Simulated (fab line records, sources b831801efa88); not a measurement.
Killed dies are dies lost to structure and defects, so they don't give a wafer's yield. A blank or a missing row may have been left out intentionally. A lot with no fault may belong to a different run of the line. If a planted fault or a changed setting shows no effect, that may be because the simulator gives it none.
fab line records | flow sfq_line
[record] lots = 5 wafers = 15 last_day = 83
route steps=325 shown L0V@21 M0@28
lots that met no fault: from a run of the same line without faults
start_h: hours from the record's first day to the start of the lot's first wafer shown | wait_h: hours elapsed since this lot's preceding step | " same as the row above | L1.1+2: several wafers, shown together as one row | - no value present, or no start provided | * or withheld: withheld | < > ~ a bound
route shown NAME@n: a module of which the file shows steps, and the number in the route of the first | usual: average and standard deviation across the fault-free wafers | same: alike in all rows | chamber/n: place in a boat | sites: per-site readings | _std_site: standard deviation across them | _edge_site: outer sites' mean less inner sites' | radius_mm: how far each site lies from the wafer's centre | mask NAME#n: copy n | behind: the most recent tool/chamber to have shaped the wafer | hold: cause of the lot's hold/its duration in hours/its outcome | device: the n, p or np transistor that did not switch | end of line: the tests these same wafers got at the end of their route | step lacking rows: just its recipe | killed: not the wafer's yield, but the dies lost to structure and defects at the first sort | map: a wafer's dies, marking killed ones x, the rest . and places with no die _
set.NAME: the setting as run; set.NAME@STEP: as run at that earlier step | model.NAME: the simulator's own value behind a step, which no gauge read
a table for each step, a row for each wafer; lots at some steps of the route
services: when a tool's chamber went out of use (start_h, in hours from the record's first day, below 0 if earlier), for how many hours, and the reason
[[steps]]
[step SFQ_TRILAYER_L0_VIA_LITHO_PEB_016]
[recipe] peb_temp_c = 115 peb_time_s = 60 resist = KrF
[usual] heater_power_total_W = 79.15/0.066
// columns lot.wafer tool chamber start_h wait_h heater_power_total_W
L078.2 litho_track-03 0 180.46 0.8 79.28
L078.3 " 0 " " 79.07
L078.5 " 0 " " 79.11
L081.2 litho_track-04 0 192.46 0.8 79.20
L081.3 " 0 " " 79.19
L081.4 " 0 " " 79.26
L083.1 litho_track-03 0 205.63 1.0 79.21
L083.2 " 0 " " 79.09
L083.3 " 0 " " 79.13
L086.2 litho_track-02 0 224.83 0.8 79.21
L086.4 " 0 " " 79.19
L086.5 " 0 " " 79.12
L097.1 litho_track-02 0 291.59 1.0 79.21
L097.2 " 0 " " 79.14
L097.3 " 0 " " 79.07
[step SFQ_TRILAYER_L0_VIA_LITHO_DEVELOP_015]
[recipe] time_s = 60 resist = KrF
// columns lot.wafer tool chamber start_h wait_h
L078.2+3+5 litho_track-03 0 180.61 0.1
L081.2+3+4 litho_track-04 0 192.61 0.1
L083.1+2+3 litho_track-03 0 205.78 0.1
L086.2+4+5 litho_track-02 0 224.98 0.1
L097.1+2+3 litho_track-02 0 291.74 0.1
[step SFQ_L0V_OVL_MEAS_903]
[usual] L0V_OVL = 0/4.6
// columns lot.wafer tool chamber start_h wait_h L0V_OVL[nm]
L078.2 overlay-01 - 180.74 0.1 4
L078.3 " - " " 5
L078.5 " - " " 5
L081.2 overlay-01 - 192.74 0.1 -3
L081.3 " - " " 5
L081.4 " - " " 2
L083.1 overlay-02 - 205.93 0.1 -6
L083.2 " - " " -8
L083.3 " - " " -7
L086.2 overlay-02 - 225.11 0.1 0
L086.4 " - " " 6
L086.5 " - " " 6
L097.1 overlay-02 - 291.89 0.1 0
L097.2 " - " " 2
L097.3 " - " " -4
[step SFQ_TRILAYER_L0_VIA_BARC_OPEN_VIA_ETCH_021]
[recipe] mask_material = PR chemistry = O2 target_depth_nm = 125 target = BARC source_w = 500 bias_w = 80 pressure_mtorr = 30 time_s = 41.7
[usual] drypump_motor_current_A = 5.6/0.44 oes_product_au = 0.685/0.0046
// columns lot.wafer tool chamber start_h wait_h drypump_motor_current_A oes_product_au rf_hours_counter_h
L078.2 rie_diel-04 0 180.77 0.0 6.1 0.676 12
L078.3 " 3 " " 5.6 0.688 3
L078.5 " 2 " " 5.5 0.688 -
L081.2 rie_diel-02 3 192.77 0.0 5.3 0.684 7
L081.3 " 0 " " 6.3 0.683 10
L081.4 " 2 " " 5.6 0.684 3
L083.1 rie_diel-04 2 205.97 0.0 5.6 0.683 148
L083.2 " 3 " " 5.6 0.686 4
L083.3 " 1 " " 4.8 0.686 1
L086.2 rie_diel-01 0 225.14 0.0 5.8 0.684 6
L086.4 " 2 " " 5.7 0.685 29
L086.5 " 3 " " 5.1 0.672 -
L097.1 rie_diel-02 2 291.92 0.0 5.6 0.688 5
L097.2 " 0 " " 6.4 0.690 11
L097.3 " 1 " " 5.1 0.683 120
[step SFQ_TRILAYER_L0_VIA_ETCH_VIA_ETCH_016]
[recipe] target = SiO2 stop_on = MoNx_KI mask_material = PR chemistry = CHF3 target_depth_nm = 80 source_w = 500 bias_w = 80 pressure_mtorr = 30 time_s = withheld
[usual] drypump_motor_current_A = 5.6/0.44 oes_product_au = 0.843/0.0071
// columns lot.wafer tool chamber start_h wait_h drypump_motor_current_A oes_product_au
L078.2 rie_diel-04 0 180.81 0.0 6.1 0.852
L078.3 " 3 " " 5.6 0.833
L078.5 " 2 " " 5.6 0.852
L081.2 rie_diel-02 3 192.81 0.0 5.3 0.840
L081.3 " 0 " " 6.3 0.831
L081.4 " 2 " " 5.6 0.850
L083.1 rie_diel-04 2 206.01 0.0 5.6 0.846
L083.2 " 3 " " 5.6 0.838
L083.3 " 1 " " 4.8 0.846
L086.2 rie_diel-01 0 225.18 0.0 5.8 0.837
L086.4 " 2 " " 5.7 0.842
L086.5 " 3 " " 5.1 0.852
L097.1 rie_diel-02 2 291.96 0.0 5.6 0.846
L097.2 " 0 " " 6.4 0.835
L097.3 " 1 " " 5.1 0.847
[step SFQ_TRILAYER_L0_VIA_STRIP_STRIP_017]
[recipe] gas = O2 power_w = 200 platen_temp_c = 40 overash_fraction = 0.65 chemistry = O2 pressure_mtorr = 50
[usual] drypump_motor_current_A = 5.8/0.51 oes_product_au = 1.000/0.009 platen_temp_c = 40.00/0.12
// columns lot.wafer tool chamber start_h wait_h drypump_motor_current_A oes_product_au platen_temp_c rf_hours_counter_h
L078.2 rie_metal-01 0 180.86 - 5.3 0.999 39.99 41
L078.3 " 1 " " 5.7 0.989 39.99 -
L078.5 " 1 " " 5.7 0.995 39.93 -
L081.2 rie_metal-02 0 192.86 - 6.6 0.995 39.98 95
L081.3 " 1 " " 6.0 0.996 39.98 -
L081.4 " 0 " " 6.6 1.005 39.98 -
L083.1 rie_metal-04 1 206.06 - 5.3 1.016 39.82 174
L083.2 " 0 " " 6.2 0.998 39.99 175
L083.3 " 1 " " 5.3 1.012 39.73 -
L086.2 rie_metal-01 0 225.23 - 5.2 1.008 40.16 50
L086.4 " 1 " " 5.7 1.002 39.98 -
L086.5 " 1 " " 5.7 0.999 39.80 -
L097.1 rie_metal-04 1 292.01 - 5.3 0.996 40.03 3
L097.2 " 1 " " 5.3 0.997 39.79 -
L097.3 " 1 " " 5.3 1.003 39.88 -
[step SFQ_TRILAYER_L0_VIA_STRIP_SOLV_CLEAN_018]
[recipe] chemistry = NMP temp_c = 70 time_s = 600
// columns lot.wafer tool chamber start_h wait_h
L078.2+3+5 wet_bench-04 4,2,3 181.46 0.4
L081.2+3+4 wet_bench-03 6,0,1 193.46 0.4
L083.1+2+3 wet_bench-03 1,7,0 206.66 0.4
L086.2+4+5 wet_bench-01 2,3,1 225.83 0.4
L097.1+2+3 wet_bench-03 4,7,2 293.21 1.0
[step SFQ_TRILAYER_M0_DEP_PRE_CLEAN_020]
[recipe] gas = Ar time_s = 15 bias_v = 250
// columns lot.wafer tool chamber start_h wait_h
L078.2+3+5 pvd_sputter-03 - 181.63 0.0
L081.2+3+4 pvd_sputter-05 - 193.63 0.0
L083.1+2+3 pvd_sputter-06 - 206.83 0.0
L086.2+4+5 pvd_sputter-06 - 226.00 0.0
L097.1+2+3 pvd_sputter-05 - 293.39 0.0
[step SFQ_TRILAYER_M0_DEP_SPUTTER_019]
[recipe] material = Nb base_pressure_pa = 1.33e-06 chamber_pressure_pa = 0.1333 substrate_temp_c = 20 resputter_cathode_voltage_v = 400 target_thk_nm = 200 power_w = 2000 time_s = 133.3
[usual] throttle_valve_pct = 29.9/1
// columns lot.wafer tool chamber start_h wait_h throttle_valve_pct
L078.2 pvd_sputter-03 - 181.66 0.0 29.4
L078.3 " - " " 31.8
L078.5 " - " " 29.1
L081.2 pvd_sputter-05 - 193.66 0.0 28.6
L081.3 " - " " 31.3
L081.4 " - " " 31.6
L083.1 pvd_sputter-06 - 206.86 0.0 30.0
L083.2 " - " " 29.2
L083.3 " - " " 29.0
L086.2 pvd_sputter-06 - 226.03 0.0 29.3
L086.4 " - " " 29.2
L086.5 " - " " 29.5
L097.1 pvd_sputter-05 - 293.41 0.0 31.8
L097.2 " - " " 30.1
L097.3 " - " " 31.3
[step SFQ_M0_RS_MEAS_904]
[recipe] thk_meas_gauge = four-point-probe reads = Nb_of_TRILAYER_M0_DEP_SPUTTER_019
[usual] M0_NB_RS = 0.894/0.009
// columns lot.wafer tool chamber start_h wait_h M0_NB_RS[ohm/sq]
L078.2 film_metro-03 - 181.77 0.1 0.906
L078.3 " - " " 0.912
L078.5 " - " " 0.900
L081.2 film_metro-03 - 193.77 0.1 0.892
L081.3 " - " " 0.900
L081.4 " - " " 0.895
L083.1 film_metro-02 - 206.95 0.0 0.900
L083.2 " - " " 0.899
L083.3 " - " " 0.901
L086.2 film_metro-01 - 226.14 0.1 0.905
L086.4 " - " " 0.900
L086.5 " - " " 0.898
L097.1 film_metro-02 - 293.50 0.0 0.890
L097.2 " - " " 0.893
L097.3 " - " " 0.883
[step SFQ_TRILAYER_M0_LITHO_COAT_026]
[recipe] resist = BARC spin_rpm = 3000 resist_thk_nm = 62
// columns lot.wafer tool chamber start_h wait_h
L078.2+3+5 litho_track-04 0 181.98 0.1
L081.2+3+4 litho_track-01 0 193.98 0.1
L083.1+2+3 litho_track-04 0 207.13 0.1
L086.2+4+5 litho_track-04 0 226.35 0.1
L097.1+2+3 litho_track-04 0 293.68 0.1
[[services]]
// columns tool chamber start_h hours kind
pvd_sputter-05 - 179.60 13.4 repair
pvd_sputter-06 1 183.99 - consumable_replace:kit
pvd_sputter-06 1 183.99 18.0 scheduled_down
pvd_sputter-06 1 183.99 18.0 vent_cycle
rie_metal-04 0 185.20 5.8 repair
pvd_sputter-05 - 196.43 0.6 repair
rie_metal-02 - 198.75 21.4 repair
rie_metal-02 - 199.00 1.1 repair
rie_metal-01 - 201.08 2.8 pm
rie_diel-02 - 202.08 3.0 repair
rie_diel-02 0 202.66 5.5 repair
rie_diel-04 2 206.22 7.1 repair
rie_diel-04 2 216.95 - clean
rie_diel-04 2 216.95 14.1 scheduled_down
rie_diel-04 2 216.95 14.1 vent_cycle
pvd_sputter-06 - 234.49 1.2 repair
rie_metal-04 1 258.26 - clean
rie_metal-04 1 258.26 16.6 scheduled_down
pvd_sputter-03 - 262.85 0.6 repair
pvd_sputter-05 2 267.68 - consumable_replace:kit
pvd_sputter-05 2 267.68 18.0 scheduled_down
pvd_sputter-05 2 267.68 18.0 vent_cycle
pvd_sputter-03 - 271.00 0.9 repair
rie_diel-02 0 292.95 8.0 repair
[[key]]
fault none
